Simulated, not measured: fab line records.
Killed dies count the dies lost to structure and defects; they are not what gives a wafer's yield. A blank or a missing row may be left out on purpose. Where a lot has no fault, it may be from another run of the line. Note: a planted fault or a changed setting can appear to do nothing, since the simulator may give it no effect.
Which tool was responsible?	flow gf180mcu	12 lots with 36 wafers sampled at 3 steps, on a route of 602 steps

== WHAT EACH GAUGE READ, for each wafer ==
GF_NSD_TW_MEAS_12. Usual: NSD_TW typically reads 4249, with standard deviation 36.
lot	measured	on	NSD_TW	flag
L780	day 12 15:23	film-metro-02	4195 4207 4197	
L782	day 13 13:17	film-metro-02	4209 4208 4187	
L783	day 13 15:01	film-metro-02	4200 4221 4225	
L784	day 13 21:29	film-metro-02	4226 4193 4199	
L785	day 14 06:10	film-metro-02	4201 4173 4197	
L789	day 17 03:56	film-metro-04	4290 4300 4291	
L791	day 17 05:56	film-metro-04	4321 4281 4272	
L792	day 17 06:00	film-metro-01	4242 4254 4257	
L797	day 19 15:27	film-metro-01	4238 4237 4226	
L798	day 20 03:13	film-metro-04	4279 4269 4263	
L799	day 20 21:57	film-metro-04	4245 4258 4246	
L801	day 21 06:16	film-metro-02	4229 4230 4230	

== EACH LOT AND THE TOOL THAT RAN IT (in order: tool; ch and the chambers of the sampled wafers; start) ==
lot	GF_STI_ETCH_13	GF_STI_STRIP_15
L780	rie-diel-02 ch 1,2,3, day 2 00:45	plasma-asher-01 ch 0,1, day 2 00:54
L782	rie-diel-01 ch 0,3, day 2 12:55	plasma-asher-03 ch 0,1, day 2 13:04
L783	rie-diel-02 ch 0,2,3, day 2 17:12	plasma-asher-04 ch 0,1, day 2 17:21
L784	rie-diel-01 ch 0,2, day 2 21:37	plasma-asher-03 ch 0,1, day 2 21:47
L785	rie-diel-03 ch 0,3, day 3 02:51	plasma-asher-03 ch 0,1, day 3 03:00
L789	rie-diel-01 ch 1,2,3, day 4 05:27	plasma-asher-01 ch 0,1, day 4 05:37
L791	rie-diel-02 ch 0,1,3, day 4 06:10	plasma-asher-01 ch 0,1, day 4 06:20
L792	rie-diel-03 ch 1,3, day 4 07:34	plasma-asher-01 ch 0,1, day 4 07:43
L797	rie-diel-01 ch 0,1,3, day 5 17:16	plasma-asher-04 ch 0,1, day 5 17:25
L798	rie-diel-01 ch 0,2,3, day 5 22:55	plasma-asher-03 ch 0,1, day 5 23:05
L799	rie-diel-01 ch 2,3, day 6 03:46	plasma-asher-01 ch 0,1, day 6 03:56
L801	rie-diel-01 ch 0,1,2, day 6 13:51	plasma-asher-04 ch 0,1, day 6 14:00
- GF_STI_ETCH_13: etches the open film in CHF3/O2, stops on Si, target depth 282.31 nm, time 112.9 s.
- GF_STI_STRIP_15: strips in O2/N2.

== WHAT THE TOOLS THEMSELVES READ (means of the sampled wafers that have a number; where no wafer has one, the mark that the record gives instead) ==
GF_STI_ETCH_13. Usual: drypump-motor-current-A 5.8 A, standard deviation 0.49; oes-product-au 0.834 a.u., standard deviation 0.0065; run-length-s 141.2 s, standard deviation 0.55; throttle-valve-pct 8.811 %, standard deviation 0.0093.
lot	tool	drypump-motor-current-A (A)	oes-product-au (a.u.)	run-length-s (s)	throttle-valve-pct (%)	flag
L780	rie-diel-02	5.8	0.834	141.8	8.817	
L782	rie-diel-01	5.8	0.830	141.0	8.814	
L783	rie-diel-02	5.8	0.833	141.9	8.803	
L784	rie-diel-01	5.9	0.841	141.4	8.815	
L785	rie-diel-03	6.2	0.827	140.5	8.805	
L789	rie-diel-01	5.3	0.839	141.1	8.824	
L791	rie-diel-02	5.7	0.830	141.6	8.810	
L792	rie-diel-03	6.2	0.836	141.6	8.809	
L797	rie-diel-01	5.5	0.842	140.9	8.803	
L798	rie-diel-01	5.9	0.949	126.9	8.857	OFF
L799	rie-diel-01	5.7	0.891	134.1	8.834	OFF
L801	rie-diel-01	5.6	0.944	126.9	8.843	OFF

GF_STI_STRIP_15. Usual: drypump-motor-current-A 5.59 A, standard deviation 0.29; heater-power-w 303 W, standard deviation 40; oes-product-au 0.384 a.u., standard deviation 0.0047; strip-time-to-endpoint-s 3.73 s, standard deviation 0.06.
lot	tool	drypump-motor-current-A (A)	heater-power-w (W)	oes-product-au (a.u.)	strip-time-to-endpoint-s (s)	flag
L780	plasma-asher-01	5.57	321	0.376	3.68	
L782	plasma-asher-03	5.54	258	0.384	3.79	
L783	plasma-asher-04	5.53	330	0.385	3.69	
L784	plasma-asher-03	5.51	257	0.382	3.72	
L785	plasma-asher-03	5.50	257	0.383	3.66	
L789	plasma-asher-01	5.59	325	0.387	3.74	
L791	plasma-asher-01	5.58	328	0.387	3.72	
L792	plasma-asher-01	5.56	326	0.386	3.78	
L797	plasma-asher-04	5.34	352	0.388	3.79	
L798	plasma-asher-03	5.49	262	0.396	4.04	OFF
L799	plasma-asher-01	5.59	325	0.390	3.90	
L801	plasma-asher-04	5.35	352	0.397	4.08	OFF

== THE ANSWER, worked out from the rows above alone ==
Rule: a lot counts as off when the mean over its wafers that have a number is more than 3 standard deviations away from the usual mean. Also off: a lot with no number at a reading for which 4 or more lots have one. Any other lot the step has rows for is counted as sound. After the gauges, taken in route order, come the tools' own readings; for these a lot's mean is taken, as printed above. At the first step where some lot is off, the reading lying furthest off is the one used; lots without a number count as furthest.
Off: L798, L799, L801 (GF_STI_ETCH_13, run-length-s).
If a tool, at that step or one of the process steps before it, ran each lot that is off and ran no sound lot following the first of them, it fits. One fits: GF_STI_ETCH_13 on rie-diel-01. A fault onset in the window from L797 (day 5 17:16, its last sound lot) to L798 (day 5 22:55, its first lot off) fits.
The tool's own readings at GF_STI_ETCH_13 bear it out: on the lots that are off they differ by more than 5 times the standard deviation of the sound lots' means. oes-product-au reads 0.928 a.u. there against 0.835 a.u. on the sound lots; run-length-s reads 129.3 s there against 141.3 s on the sound lots; throttle-valve-pct reads 8.845 % there against 8.811 % on the sound lots.

== WHAT THE SIMULATOR HAD PUT IN ==
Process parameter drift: rie-diel-01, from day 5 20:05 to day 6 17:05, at GF_STI_ETCH_13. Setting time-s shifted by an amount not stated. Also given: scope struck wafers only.
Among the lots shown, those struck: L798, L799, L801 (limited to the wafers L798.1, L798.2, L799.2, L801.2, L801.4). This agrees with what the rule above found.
